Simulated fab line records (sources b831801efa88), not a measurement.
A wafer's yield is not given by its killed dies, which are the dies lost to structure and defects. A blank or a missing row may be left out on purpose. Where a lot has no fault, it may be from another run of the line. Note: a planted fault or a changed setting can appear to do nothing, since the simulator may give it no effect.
fab line records | flow sky130
record: lots: 12 wafers: 36 last-day: 50
route steps=708 shown FIELD_ISO@28 NWELL@34 DNWELL@43 PAD_OPEN@708
lots that met no fault: from a run of the same line without faults
start-h: start of the lot's first displayed wafer, in hours after the record's first day | wait-h: time in hours since the lot's previous step | " same as the row above | L1.1+2: a single row standing in for several wafers | - value missing, or start not given | * or withheld: withheld | < > ~ a bound
route shown NAME@n: a module of which the file shows steps, and the number in the route of the first | usual: average and standard deviation across the fault-free wafers | same: alike in all rows | chamber/n: place in a boat | sites: readings site by site | _std_site: standard deviation of those values | _edge_site: inner sites' mean taken away from outer sites' mean | radius-mm: how far each site lies from the wafer's centre | mask NAME#n: copy n | behind: tool/chamber where the wafer was last shaped | hold: what put the lot on hold/how long, in hours/how the hold closed | device: which transistor (n, p or np) failed to switch | end of line: the tests these same wafers got at the end of their route | a step with no rows: only its recipe | killed: the dies lost at the first sort to structure and to defects; this is not the yield of the wafer | map: shows each die of a wafer: x if killed, . if not, _ if none is there
set.NAME: setting as actually run; set.NAME@STEP: the setting as run at that earlier step | model.NAME: the simulator's own value behind a step, which no gauge read
steps of the route over a sample of lots; a table a step, a row a wafer
services: from which hour (start-h, from the record's first day; less than 0 if before it) a tool's chamber was out of use, for how many hours, and why
== steps ==
step: SKY_FIELD_ISO_CMP_27
recipe: stop-on: Si3N4 t-overpolish-s: 16 down-force-psi: 4 platen-rpm: 60 target-thk-nm: 457.8 pad-velocity-m-s: 0.94248
usual: motor-current-A: 12.8/1.1 overpolish-run-s: 16.000/0.0093 time-to-endpoint-s: 114/3.7
columns lot.wafer tool chamber start-h wait-h motor-current-A overpolish-run-s time-to-endpoint-s
L519.4 cmp-02 0 45.95 0.0 12.1 16.002 119
L519.1 " 2 " " 11.8 16.002 114
L519.6 " 0 " " 12.4 16.014 118
L520.3 cmp-01 2 49.92 0.0 12.4 16.001 111
L520.2 " 1 " " 14.3 16.006 111
L520.5 " 3 " " 12.4 16.008 118
L522.4 cmp-02 3 61.26 0.1 13.9 16.001 105
L522.5 " 2 " " 11.9 16.015 112
L522.6 " 3 " " 14.4 15.999 109
L523.4 cmp-01 3 64.27 0.0 12.8 16.000 116
L523.1 " 2 " " 12.0 16.004 118
L523.5 " 0 " " 13.1 16.002 117
L524.2 cmp-01 2 70.15 0.0 12.3 16.020 118
L524.1 " 1 " " 14.3 16.003 114
L524.6 " 2 " " 12.3 15.992 117
L526.2 cmp-01 2 79.76 0.1 12.1 15.994 114
L526.3 " 3 " " 12.9 16.000 116
L526.6 " 0 " " 13.1 15.980 113
L532.2 cmp-01 3 111.52 0.1 13.2 16.000 116
L532.1 " 0 " " 13.4 16.004 110
L532.5 " 0 " " 13.8 16.008 116
L534.3 cmp-01 3 126.17 0.1 12.3 16.008 110
L534.1 " 0 " " 13.7 15.991 111
L534.5 " 2 " " 12.3 15.981 110
L536.1 cmp-01 3 136.17 0.0 12.2 15.998 117
L536.4 " 0 " " 13.7 16.021 115
L536.5 " 3 " " 12.6 16.003 113
L537.4 cmp-02 3 139.23 0.1 14.2 15.999 111
L537.1 " 0 " " 12.1 15.989 116
L537.5 " 2 " " 11.9 16.003 116
L538.2 cmp-01 1 144.35 0.0 15.2 15.997 116
L538.1 " 2 " " 12.7 15.987 117
L538.4 " 3 " " 12.0 16.017 116
L540.2 cmp-02 3 154.51 0.0 13.8 16.007 111
L540.4 " 2 " " 11.6 15.990 115
L540.5 " 3 " " 13.3 15.997 108
step: SKY_NWELL_THK_MEAS_02
recipe: reads: SiO2_of_NWELL_OXIDATION_01
usual: NWELL_OXIDATION_THK: 10.06/0.2
columns lot.wafer tool chamber start-h wait-h NWELL_OXIDATION_THK[nm]
L519.1 film-metro-02 - 48.42 0.0 10.13
L519.4 " - " " 10.09
L519.6 " - " " 10.21
L520.2 film-metro-02 - 54.09 0.0 9.93
L520.3 " - " " 10.03
L520.5 " - " " 9.98
L522.4 film-metro-04 - 64.00 0.0 9.82
L522.5 " - " " 9.84
L522.6 " - " " 9.96
L523.1 film-metro-02 - 68.55 0.0 9.99
L523.4 " - " " 10.06
L523.5 " - " " 9.92
L524.1 film-metro-04 - 73.05 0.0 10.25
L524.2 " - " " 9.99
L524.6 " - " " 10.08
L526.2 film-metro-04 - 82.70 0.0 9.97
L526.3 " - " " 10.12
L526.6 " - " " 9.92
L532.1 film-metro-02 - 114.51 0.0 9.74
L532.2 " - " " 9.92
L532.5 " - " " 9.79
L534.1 film-metro-02 - 129.08 0.0 10.15
L534.3 " - " " 10.07
L534.5 " - " " 10.11
L536.1 film-metro-03 - 140.11 0.0 9.95
L536.4 " - " " 10.08
L536.5 " - " " 10.21
L537.1 film-metro-04 - 142.85 0.0 9.78
L537.4 " - " " 9.79
L537.5 " - " " 9.80
L538.1 film-metro-02 - 147.71 0.0 10.04
L538.2 " - " " 9.99
L538.4 " - " " 10.01
L540.2 film-metro-04 - 157.31 0.0 10.35
L540.4 " - " " 10.42
L540.5 " - " " 10.14
step: SKY_DNWELL_STRIP_08
recipe: chemistry: O2/N2 power-w: 1400 pressure-mtorr: 1500 platen-temp-c: withheld o2-flow-sccm: 3000 n2-flow-sccm: 300 overash-fraction: 0.5
usual: drypump-motor-current-A: 5.8/0.37 oes-product-au: 0.722/0.0044 strip-time-to-endpoint-s: 36.94/0.09
columns lot.wafer tool chamber start-h wait-h drypump-motor-current-A oes-product-au rf-hours-counter-h strip-time-to-endpoint-s
L519.1 plasma-asher-03 1 64.32 0.1 6.1 0.713 37 36.89
L519.4 " 0 " " 5.9 0.724 - 37.02
L519.6 " 1 " " 6.1 0.722 - 37.03
L520.2 plasma-asher-03 0 70.00 0.1 5.9 0.718 38 37.02
L520.3 " 1 " " 6.1 0.714 - 36.92
L520.5 " 0 " " 5.9 0.720 - 36.97
L522.4 plasma-asher-03 1 80.50 0.1 6.1 0.722 - 37.02
L522.5 " 1 " " 6.1 0.718 - 36.97
L522.6 " 0 " " 6.0 0.722 - 37.01
L523.1 plasma-asher-04 1 85.67 0.1 5.7 0.725 26 36.98
L523.4 " 0 " " 5.3 0.717 - 36.95
L523.5 " 0 " " 5.3 0.725 - 37.03
L524.1 plasma-asher-01 1 90.25 0.1 5.2 0.722 40 37.11
L524.2 " 0 " " 6.3 0.723 40 37.11
L524.6 " 0 " " 6.3 0.721 - 37.02
L526.2 plasma-asher-01 1 99.65 0.1 5.2 0.727 41 36.89
L526.3 " 1 " " 5.2 0.729 - 36.80
L526.6 " 0 " " 6.3 0.726 - 36.78
L532.1 plasma-asher-04 1 133.18 0.1 5.7 0.722 31 36.79
L532.2 " 0 " " 5.3 0.717 31 36.80
L532.5 " 0 " " 5.3 0.722 - 36.85
L534.1 plasma-asher-04 0 149.08 0.1 5.3 0.730 33 36.91
L534.3 " 1 " " 5.7 0.728 - 36.92
L534.5 " 0 " " 5.3 0.723 - 36.90
L536.1 plasma-asher-03 0 160.32 0.1 5.9 0.719 47 37.12
L536.4 " 1 " " 6.1 0.716 - 37.00
L536.5 " 1 " " 6.1 0.723 - 37.10
L537.1 plasma-asher-04 0 162.40 0.1 5.3 0.718 34 36.94
L537.4 " 1 " " 5.7 0.722 - 37.00
L537.5 " 0 " " 5.3 0.728 - 36.94
L538.1 plasma-asher-01 1 168.05 0.1 5.2 0.722 47 36.94
L538.2 " 0 " " 6.3 0.728 47 36.89
L538.4 " 1 " " 5.2 0.729 - 36.94
L540.2 plasma-asher-03 0 178.27 0.1 5.9 0.724 49 36.95
L540.4 " 1 " " 6.1 0.710 - 36.90
L540.5 " 1 " " 6.2 0.722 - 36.86
step: SKY_NWELL_IMPLANT_13
recipe: species: P energy-kev: 50 dose-cm2: 7e+11 tilt-deg: withheld
usual: dose-ions-cm2: 6.999e+11/7.1e+08 end-station-pressure-torr: 5.04e-06/2.9e-07 faraday-current-uA: 3.95/0.082
columns lot.wafer tool chamber start-h wait-h dose-ions-cm2 end-station-pressure-torr faraday-current-uA
L519.1 implanter-02 0 98.19 0.1 6.994e+11 4.75e-06 3.90
L519.4 " 0 " " 6.997e+11 4.44e-06 3.99
L519.6 " 0 " " 6.998e+11 4.69e-06 3.89
L520.2 implanter-02 0 104.36 0.1 7.001e+11 4.77e-06 3.88
L520.3 " 0 " " 7.004e+11 4.68e-06 3.95
L520.5 " 0 " " 7.012e+11 5.08e-06 3.90
L522.4 implanter-02 0 117.26 0.1 6.989e+11 4.59e-06 3.97
L522.5 " 0 " " 7e+11 5.13e-06 3.90
L522.6 " 0 " " 6.999e+11 4.92e-06 3.92
L523.1 implanter-02 0 121.58 0.1 7.013e+11 5.07e-06 4.07
L523.4 " 0 " " 7.014e+11 5.37e-06 3.97
L523.5 " 0 " " 7.012e+11 4.87e-06 3.90
L524.1 implanter-01 0 127.64 0.1 7.001e+11 4.85e-06 3.96
L524.2 " 0 " " 7.005e+11 5.32e-06 3.91
L524.6 " 0 " " 6.996e+11 5.11e-06 3.96
L526.2 implanter-02 0 137.98 0.1 6.998e+11 4.82e-06 4.03
L526.3 " 0 " " 6.996e+11 5.2e-06 3.91
L526.6 " 0 " " 7.001e+11 5.19e-06 3.89
L532.1 implanter-03 0 174.80 0.1 5.175e+11 5.01e-06 2.84
L532.2 " 0 " " 5.187e+11 5.33e-06 2.89
L532.5 " 0 " " 5.171e+11 4.8e-06 2.93
L534.1 implanter-03 0 191.23 0.1 5.184e+11 5.25e-06 2.90
L534.3 " 0 " " 5.182e+11 4.79e-06 2.85
L534.5 " 0 " " 5.176e+11 5.53e-06 2.94
L536.1 implanter-01 0 202.95 0.1 6.986e+11 4.76e-06 4.10
L536.4 " 0 " " 6.989e+11 5.2e-06 3.76
L536.5 " 0 " " 7.006e+11 5.31e-06 3.87
L537.1 implanter-01 0 204.58 0.1 6.995e+11 4.87e-06 3.92
L537.4 " 0 " " 6.999e+11 5.16e-06 3.93
L537.5 " 0 " " 6.997e+11 4.7e-06 4.00
L538.1 implanter-01 0 211.60 0.1 7.003e+11 4.74e-06 4.04
L538.2 " 0 " " 7.002e+11 5e-06 3.93
L538.4 " 0 " " 6.999e+11 5.08e-06 3.99
L540.2 implanter-02 0 221.58 0.1 7.008e+11 5.9e-06 3.96
L540.4 " 0 " " 6.989e+11 4.86e-06 3.91
L540.5 " 0 " " 6.99e+11 5.12e-06 4.05
step: SKY_NWELL_RS_MEAS_29
recipe: thk-meas-gauge: four-point-probe
usual: NWELL_RS: 618.2/1.5
columns lot.wafer tool chamber start-h wait-h NWELL_RS[ohm/sq]
L519.1 film-metro-02 - 117.51 0.1 616.3
L519.4 " - " " 616.9
L519.6 " - " " 616.1
L520.2 film-metro-04 - 123.27 0.1 617.5
L520.3 " - " " 617.8
L520.5 " - " " 617.3
L522.4 film-metro-04 - 136.15 0.1 618.6
L522.5 " - " " 617.9
L522.6 " - " " 617.0
L523.1 film-metro-04 - 141.14 0.2 615.1
L523.4 " - " " 615.4
L523.5 " - " " 617.6
L524.1 film-metro-04 - 148.25 0.1 617.7
L524.2 " - " " 616.6
L524.6 " - " " 619.0
L526.2 film-metro-02 - 158.92 0.1 619.9
L526.3 " - " " 617.7
L526.6 " - " " 618.0
L532.1 film-metro-04 - 196.79 0.1 627.2
L532.2 " - " " 625.0
L532.5 " - " " 626.3
L534.1 film-metro-02 - 212.76 0.1 625.4
L534.3 " - " " 626.3
L534.5 " - " " 625.3
L536.1 film-metro-04 - 225.64 0.1 619.3
L536.4 " - " " 619.6
L536.5 " - " " 618.0
L537.1 film-metro-04 - 227.44 0.1 616.9
L537.4 " - " " 617.4
L537.5 " - " " 617.3
L538.1 film-metro-02 - 235.26 0.1 616.7
L538.2 " - " " 616.2
L538.4 " - " " 617.2
L540.2 film-metro-03 - 245.42 0.1 618.7
L540.4 " - " " 618.3
L540.5 " - " " 616.7
step: SKY_PAD_OPEN_PROBE_99
usual: killed_at_M0_to_M3: 42/6.3 killed_at_M4_up: 2.8/1.9 killed-at-contacts: 23/5.3 killed-at-front-end: 16/4.3 killed-at-other: 0.2/0.51 killed-dies: 84/9.3 killed-open: 46/7.6 killed-short: 38/6.3
same: gross-dies: 492 killed-at-back-side: 0
columns lot.wafer tool chamber start-h wait-h killed_at_M0_to_M3 killed_at_M4_up killed-at-contacts killed-at-front-end killed-at-other killed-dies killed-open killed-short
L522.4 prober-02 - 1117.38 0.2 55 0 25 15 0 95 50 45
L522.5 prober-02 - 1117.43 0.2 33 7 25 21 0 86 48 38
L522.6 prober-02 - 1117.48 0.2 50 3 33 19 0 105 64 41
L532.1 prober-02 - 1175.15 0.1 36 2 28 13 1 80 38 42
L532.2 prober-02 - 1175.20 0.1 33 3 24 18 1 79 38 41
L532.5 prober-02 - 1175.35 0.2 45 1 23 16 0 85 49 36
L534.1 prober-02 - 1185.90 0.1 49 1 22 18 0 90 55 35
L534.3 prober-02 - 1186.00 0.2 38 1 10 12 0 61 34 27
L534.5 prober-02 - 1186.10 0.2 37 5 28 9 0 79 44 35
L536.1 prober-01 - 1188.11 0.1 50 3 10 11 0 74 47 27
L536.4 prober-01 - 1188.26 0.2 43 3 26 15 0 87 53 34
L536.5 prober-01 - 1188.31 0.2 39 2 30 14 0 85 44 41
L537.1 prober-02 - 1192.67 0.1 42 6 22 22 0 92 38 54
L537.4 prober-02 - 1192.82 0.2 46 0 23 25 0 94 55 39
L537.5 prober-02 - 1192.87 0.2 53 2 25 22 1 103 59 44
L538.1 prober-01 - 1196.49 0.1 44 3 19 16 0 82 46 36
L538.2 prober-01 - 1196.54 0.1 33 4 28 18 0 83 54 29
L538.4 prober-01 - 1196.64 0.2 41 5 22 13 0 81 51 30
killed by level:class
L522.4 VIA1:geometric-particle:open=16 CONTACT:geometric-particle:open=12 VIA3:geometric-particle:short=7 VIA1:geometric-particle:short=7 LOCAL_INTERCONNECT:geometric-particle:short=6 METAL2:geometric-particle:short=5 VIA3:geometric-particle:open=5 POLY_GATE:geometric-particle:short=4
L522.5 VIA1:geometric-particle:open=9 VIA2:geometric-particle:open=6 LI_CONTACT:geometric-particle:open=6 CONTACT:geometric-particle:short=6 LOCAL_INTERCONNECT:geometric-particle:short=5 CONTACT:geometric-particle:open=5 METAL2:geometric-particle:short=5 FIELD_ISO:geometric-particle:open=4
L522.6 LI_CONTACT:geometric-particle:open=12 CONTACT:geometric-particle:open=12 VIA1:geometric-particle:open=10 VIA2:geometric-particle:open=9 METAL1:geometric-particle:short=6 METAL3:geometric-particle:short=6 FIELD_ISO:geometric-particle:short=5 VIA3:geometric-particle:open=5
L532.1 LI_CONTACT:geometric-particle:open=10 CONTACT:geometric-particle:open=7 METAL1:geometric-particle:short=6 POLY_GATE:geometric-particle:short=5 VIA1:geometric-particle:open=5 VIA2:geometric-particle:open=5 METAL2:geometric-particle:short=5 LI_CONTACT:geometric-particle:short=4
L532.2 LOCAL_INTERCONNECT:geometric-particle:short=8 VIA1:geometric-particle:open=7 FIELD_ISO:geometric-particle:short=6 CONTACT:geometric-particle:open=6 FIELD_ISO:geometric-particle:open=5 CONTACT:geometric-particle:short=5 METAL1:geometric-particle:short=5 LI_CONTACT:geometric-particle:open=4
L532.5 VIA1:geometric-particle:open=15 CONTACT:geometric-particle:open=9 LI_CONTACT:geometric-particle:open=7 VIA1:geometric-particle:short=6 METAL2:geometric-particle:short=5 VIA3:geometric-particle:open=5 FIELD_ISO:geometric-particle:open=4 POLY_GATE:geometric-particle:short=4
L534.1 VIA2:geometric-particle:open=16 VIA1:geometric-particle:open=11 CONTACT:geometric-particle:open=9 FIELD_ISO:geometric-particle:short=8 LI_CONTACT:geometric-particle:open=7 FIELD_ISO:geometric-particle:open=4 CONTACT:geometric-particle:short=4 METAL2:geometric-particle:short=4
L534.3 VIA1:geometric-particle:open=13 VIA2:geometric-particle:open=6 VIA3:geometric-particle:open=5 CONTACT:geometric-particle:open=4 SPACER:geometric-particle:short=3 CONTACT:geometric-particle:short=3 METAL1:geometric-particle:short=3 METAL2:geometric-particle:short=3
L534.5 CONTACT:geometric-particle:open=10 LI_CONTACT:geometric-particle:open=9 VIA1:geometric-particle:open=7 VIA1:geometric-particle:short=6 CONTACT:geometric-particle:short=5 METAL4:geometric-particle:short=5 VIA2:geometric-particle:open=4 METAL3:geometric-particle:short=4
L536.1 VIA1:geometric-particle:open=16 METAL2:geometric-particle:short=6 VIA2:geometric-particle:open=5 METAL1:geometric-particle:open=5 VIA1:geometric-particle:short=5 CONTACT:geometric-particle:open=4 VIA3:geometric-particle:open=4 FIELD_ISO:geometric-particle:short=3
L536.4 VIA1:geometric-particle:open=13 LI_CONTACT:geometric-particle:open=8 FIELD_ISO:geometric-particle:open=6 LI_CONTACT:geometric-particle:short=6 VIA3:geometric-particle:open=6 METAL3:geometric-particle:open=5 METAL2:geometric-particle:short=5 POLY_GATE:geometric-particle:open=4
L536.5 CONTACT:geometric-particle:open=12 VIA1:geometric-particle:open=9 LI_CONTACT:geometric-particle:open=7 CONTACT:geometric-particle:short=7 METAL1:geometric-particle:short=6 POLY_GATE:geometric-particle:short=5 VIA3:geometric-particle:short=5 POLY_GATE:geometric-particle:open=4
L537.1 CONTACT:geometric-particle:short=9 VIA1:geometric-particle:open=8 METAL2:geometric-particle:short=8 VIA3:geometric-particle:open=7 FIELD_ISO:geometric-particle:short=6 VIA1:geometric-particle:short=6 POLY_GATE:geometric-particle:short=5 CONTACT:geometric-particle:open=5
L537.4 FIELD_ISO:geometric-particle:open=13 CONTACT:geometric-particle:open=11 VIA1:geometric-particle:open=10 METAL2:geometric-particle:short=7 FIELD_ISO:geometric-particle:short=6 CONTACT:geometric-particle:short=6 VIA2:geometric-particle:open=6 VIA3:geometric-particle:open=6
L537.5 CONTACT:geometric-particle:open=11 VIA1:geometric-particle:open=11 VIA2:geometric-particle:open=9 VIA3:geometric-particle:open=8 METAL1:geometric-particle:short=7 FIELD_ISO:geometric-particle:short=6 VIA2:geometric-particle:short=6 METAL2:geometric-particle:short=6
L538.1 VIA1:geometric-particle:open=11 CONTACT:geometric-particle:open=10 METAL1:geometric-particle:short=8 POLY_GATE:geometric-particle:open=5 VIA2:geometric-particle:open=5 VIA3:geometric-particle:open=5 FIELD_ISO:geometric-particle:short=4 METAL3:geometric-particle:short=4
L538.2 CONTACT:geometric-particle:open=11 VIA1:geometric-particle:open=10 POLY_GATE:geometric-particle:open=8 LI_CONTACT:geometric-particle:open=6 LOCAL_INTERCONNECT:geometric-particle:short=5 VIA2:geometric-particle:open=5 CONTACT:geometric-particle:short=4 METAL1:geometric-particle:short=4
L538.4 VIA1:geometric-particle:open=12 LI_CONTACT:geometric-particle:open=8 VIA2:geometric-particle:open=8 CONTACT:geometric-particle:open=7 POLY_GATE:geometric-particle:open=5 METAL1:geometric-particle:short=5 VIA3:geometric-particle:open=5 FIELD_ISO:geometric-particle:short=4
== services ==
columns tool chamber start-h hours kind
plasma-asher-04 - 29.48 5.8 repair
implanter-03 - 30.24 5.6 pm
implanter-02 - 37.06 4.3 pm
plasma-asher-04 - 39.67 1.5 repair
plasma-asher-04 - 57.15 4.2 repair
cmp-02 - 64.14 4.0 pm
implanter-02 - 69.43 24.1 pm
implanter-03 - 88.00 25.4 repair
plasma-asher-03 - 90.22 2.8 pm
implanter-02 - 104.90 2.2 pm
cmp-01 - 118.27 0.8 repair
implanter-01 - 118.86 3.7 pm
plasma-asher-03 - 135.51 0.8 repair
implanter-02 - 140.76 1.2 repair
plasma-asher-01 - 144.30 8.0 repair
cmp-01 - 149.47 1.2 repair
implanter-01 - 157.12 7.8 repair
cmp-02 - 159.04 2.2 repair
plasma-asher-01 - 159.98 0.5 repair
cmp-02 - 175.29 1.7 repair
cmp-02 - 182.64 4.9 repair
implanter-03 - 185.34 0.8 repair
implanter-03 - 191.56 2.5 pm
cmp-01 - 193.51 0.5 repair
== key ==
first-sign: step: SKY_NWELL_IMPLANT_13 reading: dose-ions-cm2 direction: down sigmas: 99+ usual: * struck: *
effect: step: SKY_NWELL_IMPLANT_13 reading: faraday-current-uA direction: down sigmas: 13 usual: 3.95 struck: 2.89
effect: step: SKY_NWELL_RS_MEAS_29 reading: NWELL_RS direction: up sigmas: 5.3 usual: 618.2 struck: 625.9
met-at SKY_NWELL_IMPLANT_13
struck-lots L532,L534
tester-left-out L532,L534
not-acting-at SKY_FIELD_ISO_CMP_27,SKY_NWELL_THK_MEAS_02,SKY_DNWELL_STRIP_08
fault: kind: process-parameter-drift tool: implanter-03 chamber: - onset-h: 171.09 steps: SKY_NWELL_IMPLANT_13 channel: dose-cm2 offset: * shape: step end-h: 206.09 acts-in: * stated: *
tester-left-out: of these lots the tester's yield and bins aren't shown, on N5 and GAA mostly nor the transistor test; their killed dies are dies lost to structure and defects alone, not to doping, threshold or leakage, so they don't give the yield
